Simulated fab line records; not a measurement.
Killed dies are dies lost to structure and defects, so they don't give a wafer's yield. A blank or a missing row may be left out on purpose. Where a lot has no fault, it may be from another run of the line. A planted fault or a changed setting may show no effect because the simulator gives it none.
fab line records	flow sky130
record: lots: 11	wafers: 32	last-day: 50
route steps=708 shown LI_CONTACT@364 CONTACT@429 METAL1@436 VIA1@479 PAD_OPEN@708
lots that met no fault: taken from a fault-free run of the same line
start-h: the number of hours between the record's first day and the start of the first shown wafer of the lot	wait-h: how many hours have passed since the lot's step before this one	" the same as in the row above	L1.1+2: several wafers, shown together as one row	- value missing, or start not given	* or withheld: withheld	< > ~ a bound
route shown NAME@n: NAME is a module with steps in the file, n the number in the route of the first one	usual: mean/standard deviation of fault-free wafers	same: alike in all rows	chamber/n: place in a boat	sites: per-site readings	_std_site: standard deviation across them	_edge_site: mean of outer sites minus mean of inner sites	radius-mm: how far each site lies from the wafer's centre	mask NAME#n: copy n	behind: the tool/chamber that last shaped the wafer	hold: the reason the lot was held/the length of the hold in hours/how it ended	device: the transistor (n, p or np) that didn't switch	end of line: the route-end tests of the same wafers	a step given without rows: its recipe and nothing more	killed: dies that structure and defects cost at the first sort, which is not the same as the wafer's yield	map: a wafer's dies, marking killed ones x, the rest . and places with no die _
set.NAME: the setting the step ran with; set.NAME@STEP: the setting that earlier step ran with	model.NAME: the simulator's own value behind a step, which no gauge read
steps of the route over a sample of lots; a table a step, a row a wafer
services: a tool's chamber out of use, with start hour (start-h, from the record's first day; less than 0 if before it), hours out, and reason
== steps ==
step: SKY_LI_CONTACT_CMP_02
recipe: material: PSG	down-force-psi: 4	platen-rpm: 60	pad-velocity-m-s: 0.94248
usual: motor-current-A: 11.7/1.1	slurry-flow-ml-min: 150.0/0.46	time-to-endpoint-s: 32.1/2.6
lot.wafer	tool	chamber	start-h	wait-h	motor-current-A	slurry-flow-ml-min	time-to-endpoint-s
L246.3	cmp-01	3	637.73	0.0	11.5	149.5	28.1
L246.4	"	2	"	"	12.5	150.2	29.9
L246.5	"	0	"	"	10.1	149.5	29.7
L248.2	cmp-01	1	645.05	0.0	11.4	150.8	34.2
L248.1	"	3	"	"	11.7	149.6	34.8
L248.6	"	1	"	"	11.8	150.2	33.5
L250.3	cmp-01	1	668.34	0.4	11.6	149.7	32.4
L250.1	"	2	"	"	12.1	149.5	32.2
L250.6	"	3	"	"	11.8	150.1	30.8
L251.1	cmp-02	2	678.24	0.1	14.0	150.0	30.6
L251.4	"	0	"	"	11.9	149.9	31.4
L251.6	"	3	"	"	10.7	149.5	34.9
L254.4	cmp-02	0	698.45	0.1	12.2	150.6	27.8
L254.6	"	3	"	"	11.1	150.5	30.5
L258.2	cmp-02	3	729.24	0.0	10.7	150.6	36.9
L258.1	"	2	"	"	13.3	149.8	30.7
L258.6	"	0	"	"	12.5	149.8	29.0
L261.1	cmp-02	1	751.00	0.2	12.3	150.0	29.2
L261.6	"	2	"	"	13.6	149.9	29.0
L261.5	"	3	"	"	10.0	150.0	33.4
L262.1	cmp-02	0	761.05	0.1	12.4	150.3	31.5
L262.4	"	1	"	"	12.7	149.9	32.6
L262.3	"	2	"	"	13.7	150.4	31.5
L264.1	cmp-01	3	774.79	0.1	11.5	150.0	32.9
L264.4	"	1	"	"	10.8	149.8	34.0
L264.5	"	3	"	"	11.8	150.3	34.7
L265.4	cmp-02	2	796.66	0.0	13.2	150.6	34.6
L265.1	"	0	"	"	12.2	148.9	29.2
L265.5	"	2	"	"	14.8	149.6	30.5
L269.2	cmp-01	3	810.72	0.2	10.9	150.0	34.7
L269.3	"	1	"	"	10.8	149.9	34.1
L269.5	"	3	"	"	11.7	149.9	34.6
step: SKY_CONTACT_SPUTTER_23
recipe: material: TiN	target-thk-nm: 20	chamber-pressure-pa: 5	power-w: 4000	time-s: 80
usual: cathode-dc-power-W: 4000.0/0.71	throttle-valve-pct: 29.5/1.4
lot.wafer	tool	chamber	start-h	wait-h	cathode-dc-power-W	throttle-valve-pct
L246.3	pvd-sputter-01	-	725.20	0.0	3999.8	31.9
L246.4	"	-	"	"	3999.4	29.0
L246.5	"	-	"	"	4000.1	28.9
L248.1	pvd-sputter-01	-	731.76	0.0	4000.5	28.8
L248.2	"	-	"	"	3999.5	31.9
L248.6	"	-	"	"	4000.1	32.0
L250.1	pvd-sputter-02	-	752.63	0.0	3999.5	28.5
L250.3	"	-	"	"	4000.4	26.9
L250.6	"	-	"	"	4000.2	30.3
L251.1	pvd-sputter-04	-	763.05	0.0	4000.3	30.1
L251.4	"	-	"	"	4000.5	31.1
L251.6	"	-	"	"	4000.6	30.1
L254.4	pvd-sputter-02	-	781.04	0.0	4000.5	30.7
L254.6	"	-	"	"	4001.1	30.5
L258.1	pvd-sputter-02	-	812.50	0.0	4000.7	26.7
L258.2	"	-	"	"	4000.9	30.8
L258.6	"	-	"	"	3999.8	30.2
L261.1	pvd-sputter-04	-	833.34	0.0	3999.9	29.0
L261.5	"	-	"	"	3998.8	28.7
L261.6	"	-	"	"	3999.7	30.8
L262.1	pvd-sputter-04	-	845.77	0.0	3999.6	30.0
L262.3	"	-	"	"	4000.7	30.7
L262.4	"	-	"	"	3999.7	28.6
L264.1	pvd-sputter-02	-	857.35	0.0	4000.5	30.9
L264.4	"	-	"	"	4001.6	30.1
L264.5	"	-	"	"	3999.4	28.5
L265.1	pvd-sputter-01	-	880.86	0.0	4000.4	28.9
L265.4	"	-	"	"	4000.4	28.8
L265.5	"	-	"	"	4000.7	28.8
L269.2	pvd-sputter-04	-	895.28	0.0	4000.1	30.3
L269.3	"	-	"	"	3999.3	28.9
L269.5	"	-	"	"	3998.2	28.6
step: SKY_METAL1_SPUTTER_02
recipe: material: AlCu	target-thk-nm: 250	power-w: 10600	time-s: 13.3	chamber-pressure-pa: 0.4
usual: cathode-dc-power-W: 10600/1.8	throttle-valve-pct: 29.7/1
lot.wafer	tool	chamber	start-h	wait-h	cathode-dc-power-W	throttle-valve-pct
L246.3	pvd-sputter-03	-	725.90	0.0	10600	30.0
L246.4	"	-	"	"	10603	29.0
L246.5	"	-	"	"	10601	28.9
L248.1	pvd-sputter-04	-	732.46	0.0	10600	30.2
L248.2	"	-	"	"	10598	30.7
L248.6	"	-	"	"	10600	29.0
L250.1	pvd-sputter-03	-	753.33	0.0	10598	29.0
L250.3	"	-	"	"	10600	29.0
L250.6	"	-	"	"	10599	31.6
L251.1	pvd-sputter-03	-	763.75	0.0	10602	29.2
L251.4	"	-	"	"	10600	31.6
L251.6	"	-	"	"	10600	30.1
L254.4	pvd-sputter-04	-	781.75	0.0	10598	31.2
L254.6	"	-	"	"	10601	28.8
L258.1	pvd-sputter-03	-	813.20	0.0	10601	29.4
L258.2	"	-	"	"	10600	31.3
L258.6	"	-	"	"	10595	29.0
L261.1	pvd-sputter-01	-	834.04	0.0	10601	31.8
L261.5	"	-	"	"	10599	29.2
L261.6	"	-	"	"	10600	32.2
L262.1	pvd-sputter-03	-	846.46	0.0	10603	31.4
L262.3	"	-	"	"	10598	30.1
L262.4	"	-	"	"	10601	29.0
L264.1	pvd-sputter-04	-	858.05	0.0	10601	28.5
L264.4	"	-	"	"	10601	30.3
L264.5	"	-	"	"	10598	31.0
L265.1	pvd-sputter-04	-	881.56	0.0	10602	31.1
L265.4	"	-	"	"	10601	28.8
L265.5	"	-	"	"	10600	30.1
L269.2	pvd-sputter-03	-	895.98	0.0	10604	31.5
L269.3	"	-	"	"	10598	29.0
L269.5	"	-	"	"	10598	29.8
step: SKY_VIA1_CVD_21
recipe: material: W	target-thk-nm: 270	time-s: 80.902	temp-c: 400	pressure-torr: 40
usual: heater-power-w: 954/100
lot.wafer	tool	chamber	start-h	wait-h	heater-power-w
L246.3	cvd-w-01	0	780.86	0.1	1094
L246.4	"	1	"	"	876
L246.5	"	0	"	"	1072
L248.1	cvd-w-02	1	787.59	0.0	839
L248.2	"	0	"	"	1060
L248.6	"	0	"	"	1065
L250.1	cvd-w-02	1	807.73	0.0	850
L250.3	"	0	"	"	1044
L250.6	"	1	"	"	870
L251.1	cvd-w-02	0	818.60	0.0	1045
L251.4	"	1	"	"	851
L251.6	"	0	"	"	1032
L254.4	cvd-w-02	1	836.80	0.1	843
L254.6	"	1	"	"	852
L258.1	cvd-w-01	1	868.88	0.0	888
L258.2	"	0	"	"	1047
L258.6	"	1	"	"	883
L261.1	cvd-w-02	1	889.60	0.0	830
L261.5	"	1	"	"	834
L261.6	"	0	"	"	1019
L262.1	cvd-w-02	0	902.03	0.0	1030
L262.3	"	0	"	"	1037
L262.4	"	1	"	"	834
L264.1	cvd-w-01	1	913.34	0.1	888
L264.4	"	0	"	"	1095
L264.5	"	0	"	"	1087
L265.1	cvd-w-02	1	938.15	0.0	788
L265.4	"	1	"	"	778
L265.5	"	1	"	"	768
L269.2	cvd-w-02	1	951.27	0.0	785
L269.3	"	0	"	"	1013
L269.5	"	0	"	"	1024
step: SKY_VIA1_RS_MEAS_22
recipe: thk-meas-gauge: four-point-probe	reads: W_of_VIA1_CVD_21+TiN_of_VIA1_SPUTTER_20
usual: VIA1_W_RS: 0.427/0.0035
lot.wafer	tool	chamber	start-h	wait-h	VIA1_W_RS[ohm/sq]
L246.3	film-metro-02	-	780.97	0.1	0.423
L246.4	"	-	"	"	0.426
L246.5	"	-	"	"	0.423
L248.1	film-metro-04	-	787.68	0.1	0.426
L248.2	"	-	"	"	0.428
L248.6	"	-	"	"	0.428
L250.1	film-metro-03	-	807.82	0.1	0.428
L250.3	"	-	"	"	0.459
L250.6	"	-	"	"	0.424
L251.1	film-metro-02	-	818.69	0.1	0.431
L251.4	"	-	"	"	0.459
L251.6	"	-	"	"	0.429
L254.4	film-metro-04	-	836.92	0.1	0.454
L254.6	"	-	"	"	0.418
L258.1	film-metro-03	-	868.97	0.1	0.430
L258.2	"	-	"	"	0.432
L258.6	"	-	"	"	0.432
L261.1	film-metro-03	-	889.69	0.1	0.422
L261.5	"	-	"	"	0.431
L261.6	"	-	"	"	0.426
L262.1	film-metro-04	-	902.12	0.1	0.431
L262.3	"	-	"	"	0.432
L262.4	"	-	"	"	0.425
L264.1	film-metro-04	-	913.43	0.1	0.427
L264.4	"	-	"	"	0.427
L264.5	"	-	"	"	0.426
L265.1	film-metro-04	-	938.24	0.1	0.423
L265.4	"	-	"	"	0.425
L265.5	"	-	"	"	0.423
L269.2	film-metro-03	-	951.39	0.1	0.429
L269.3	"	-	"	"	0.422
L269.5	"	-	"	"	0.427
step: SKY_VIA1_THK_MEAS_23
recipe: thk-meas-gauge: xrf	reads: W_of_VIA1_CVD_21
usual: VIA1_W_THK: 257/3.5
lot.wafer	tool	chamber	start-h	wait-h	VIA1_W_THK[nm]
L246.3	film-metro-02	-	781.07	0.1	258
L246.4	"	-	"	"	256
L246.5	"	-	"	"	258
L248.1	film-metro-04	-	787.80	0.1	258
L248.2	"	-	"	"	255
L248.6	"	-	"	"	256
L250.1	film-metro-03	-	807.94	0.1	260
L250.3	"	-	"	"	242
L250.6	"	-	"	"	260
L251.1	film-metro-02	-	818.81	0.1	255
L251.4	"	-	"	"	240
L251.6	"	-	"	"	258
L254.4	film-metro-04	-	837.01	0.1	239
L254.6	"	-	"	"	260
L258.1	film-metro-03	-	869.09	0.1	259
L258.2	"	-	"	"	258
L258.6	"	-	"	"	259
L261.1	film-metro-03	-	889.81	0.1	261
L261.5	"	-	"	"	257
L261.6	"	-	"	"	260
L262.1	film-metro-04	-	902.24	0.1	253
L262.3	"	-	"	"	252
L262.4	"	-	"	"	257
L264.1	film-metro-04	-	913.55	0.1	253
L264.4	"	-	"	"	255
L264.5	"	-	"	"	256
L265.1	film-metro-04	-	938.36	0.1	257
L265.4	"	-	"	"	256
L265.5	"	-	"	"	256
L269.2	film-metro-03	-	951.50	0.1	259
L269.3	"	-	"	"	264
L269.5	"	-	"	"	261
step: SKY_PAD_OPEN_PROBE_99
usual: defect-limited-yield: 82.5/1.9	killed_at_M0_to_M3: 42/7.4	killed_at_M4_up: 3.4/1.8	killed-at-contacts: 25/5.4	killed-at-front-end: 15/4.4	killed-at-other: 0.2/0.52	killed-dies: 86/9.3	killed-open: 47/7.6	killed-short: 39/6.5	sort_bin_3_pad_short: 0.9/0.46	sort_bin_5_function: 10.3/1.5	sort_bin_6_memory: 6.3/1.2	sort-n-pass: 406/9.3	sort-yield-pct: 82.5/1.9
same: gross-dies: 492	killed-at-back-side: 0	sort_bin_4_leakage[%]: 0	sort_bin_8_speed[%]: 0
lot.wafer	tool	chamber	start-h	wait-h	defect-limited-yield[%]	killed_at_M0_to_M3	killed_at_M4_up	killed-at-contacts	killed-at-front-end	killed-at-other	killed-dies	killed-open	killed-short	sort_bin_3_pad_short[%]	sort_bin_5_function[%]	sort_bin_6_memory[%]	sort-n-pass	sort-yield-pct[%]
L246.3	prober-02	-	1072.08	0.2	80.3	58	1	24	14	0	97	52	45	1.0	12.0	6.7	395	80.3
L246.4	prober-02	-	1072.13	0.2	82.1	47	1	22	18	0	88	45	43	1.4	9.8	6.7	404	82.1
L246.5	prober-02	-	1072.18	0.2	80.7	57	4	24	10	0	95	50	45	1.6	10.6	7.1	397	80.7
L265.1	prober-01	-	1182.60	0.1	83.1	43	2	21	16	1	83	37	46	1.0	9.3	6.5	409	83.1
L265.4	prober-01	-	1182.75	0.2	83.7	36	4	27	12	1	80	41	39	1.6	8.7	5.9	412	83.7
L265.5	prober-01	-	1182.80	0.2	82.7	33	3	33	16	0	85	46	39	0.6	11.4	5.3	407	82.7
L269.2	prober-02	-	1191.60	0.1	81.1	52	2	20	19	0	93	52	41	1.2	11.0	6.7	399	81.1
L269.3	prober-02	-	1191.65	0.2	83.9	44	3	18	14	0	79	45	34	1.6	10.0	4.5	413	83.9
L269.5	prober-02	-	1191.75	0.2	81.5	43	1	27	19	1	91	46	45	0.2	10.4	7.9	401	81.5
killed by level:class
L246.3 VIA2:geometric-particle:open=11 CONTACT:geometric-particle:open=9 METAL1:geometric-particle:short=9 VIA1:geometric-particle:open=7 VIA3:geometric-particle:short=6 FIELD_ISO:geometric-particle:open=5 VIA2:geometric-particle:short=5 VIA3:geometric-particle:open=5
L246.4 METAL1:geometric-particle:short=12 FIELD_ISO:geometric-particle:open=11 VIA1:geometric-particle:open=8 METAL2:geometric-particle:short=7 VIA3:geometric-particle:open=7 CONTACT:geometric-particle:short=6 LI_CONTACT:geometric-particle:open=5 CONTACT:geometric-particle:open=5
L246.5 METAL2:geometric-particle:short=11 VIA3:geometric-particle:open=11 CONTACT:geometric-particle:open=9 VIA1:geometric-particle:short=7 VIA1:geometric-particle:open=7 LI_CONTACT:geometric-particle:open=6 METAL1:geometric-particle:short=6 VIA2:geometric-particle:open=5
L265.1 VIA1:geometric-particle:open=13 LOCAL_INTERCONNECT:geometric-particle:short=7 LI_CONTACT:geometric-particle:open=6 VIA2:geometric-particle:short=6 LI_CONTACT:geometric-particle:short=5 METAL1:geometric-particle:short=5 VIA2:geometric-particle:open=5 FIELD_ISO:geometric-particle:open=4
L265.4 VIA1:geometric-particle:open=8 LI_CONTACT:geometric-particle:open=7 LOCAL_INTERCONNECT:geometric-particle:short=7 VIA3:geometric-particle:open=7 CONTACT:geometric-particle:open=6 METAL1:geometric-particle:short=6 LI_CONTACT:geometric-particle:short=4 METAL2:geometric-particle:short=4
L265.5 VIA1:geometric-particle:open=12 CONTACT:geometric-particle:open=10 CONTACT:geometric-particle:short=9 LI_CONTACT:geometric-particle:open=5 VIA2:geometric-particle:open=5 FIELD_ISO:geometric-particle:short=4 LI_CONTACT:geometric-particle:short=4 METAL2:geometric-particle:short=4
L269.2 VIA1:geometric-particle:open=11 POLY_GATE:geometric-particle:open=7 LI_CONTACT:geometric-particle:open=7 METAL2:geometric-particle:short=7 VIA2:geometric-particle:open=7 CONTACT:geometric-particle:open=6 VIA1:geometric-particle:short=6 POLY_GATE:geometric-particle:short=5
L269.3 LI_CONTACT:geometric-particle:open=9 VIA2:geometric-particle:open=8 VIA1:geometric-particle:open=8 FIELD_ISO:geometric-particle:short=6 METAL2:geometric-particle:short=6 VIA1:geometric-particle:short=5 VIA3:geometric-particle:open=5 POLY_GATE:geometric-particle:open=4
L269.5 VIA3:geometric-particle:open=14 LI_CONTACT:geometric-particle:open=8 VIA1:geometric-particle:open=8 POLY_GATE:geometric-particle:short=7 CONTACT:geometric-particle:open=7 LI_CONTACT:geometric-particle:short=5 CONTACT:geometric-particle:short=5 VIA1:geometric-particle:short=5
== services ==
tool	chamber	start-h	hours	kind
cvd-w-02	-	640.36	2.8	pm
cmp-01	-	650.39	6.2	pm
pvd-sputter-04	-	654.69	3.1	repair
cmp-01	-	656.59	4.2	pm
cmp-01	-	685.46	1.0	repair
cmp-02	-	693.28	0.9	repair
pvd-sputter-04	-	697.47	5.7	repair
pvd-sputter-04	-	707.38	6.9	repair
cmp-01	-	711.86	0.5	repair
pvd-sputter-03	-	716.76	8.5	repair
pvd-sputter-04	-	751.59	2.3	repair
cvd-w-02	-	777.25	6.0	pm
cmp-02	-	779.68	4.3	repair
cmp-02	-	862.13	5.2	pm
cvd-w-02	-	863.30	6.9	pm
cvd-w-02	-	871.19	2.2	repair
cvd-w-02	-	874.64	0.3	repair
pvd-sputter-03	-	875.89	0.6	repair
pvd-sputter-04	-	889.50	1.2	repair
cvd-w-02	-	904.00	14.0	pm
pvd-sputter-04	-	906.30	1.9	repair
cmp-02	-	928.71	4.0	pm
pvd-sputter-03	-	943.49	2.7	repair
cmp-02	-	945.78	5.6	pm
== key ==
first-sign: step: SKY_VIA1_RS_MEAS_22	reading: VIA1_W_RS	direction: up	sigmas: 8.4	usual: 0.427	struck: 0.457
effect: step: SKY_VIA1_THK_MEAS_23	reading: VIA1_W_THK	direction: down	sigmas: 5	usual: 257	struck: 240
met-at SKY_VIA1_CVD_21
struck-lots L250,L251,L254
struck-wafers L250.3,L251.4,L254.4
not-acting-at SKY_LI_CONTACT_CMP_02,SKY_CONTACT_SPUTTER_23,SKY_METAL1_SPUTTER_02
onset-between 787.59 807.73
fault: kind: process-parameter-drift	tool: cvd-w-02	chamber: -	onset-h: 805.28	steps: SKY_VIA1_CVD_21	channel: target-thk-nm	offset: -18.244	shape: step	end-h: 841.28	scope: struck-wafers-only	acts-in: these-recipes-only	stated: 270
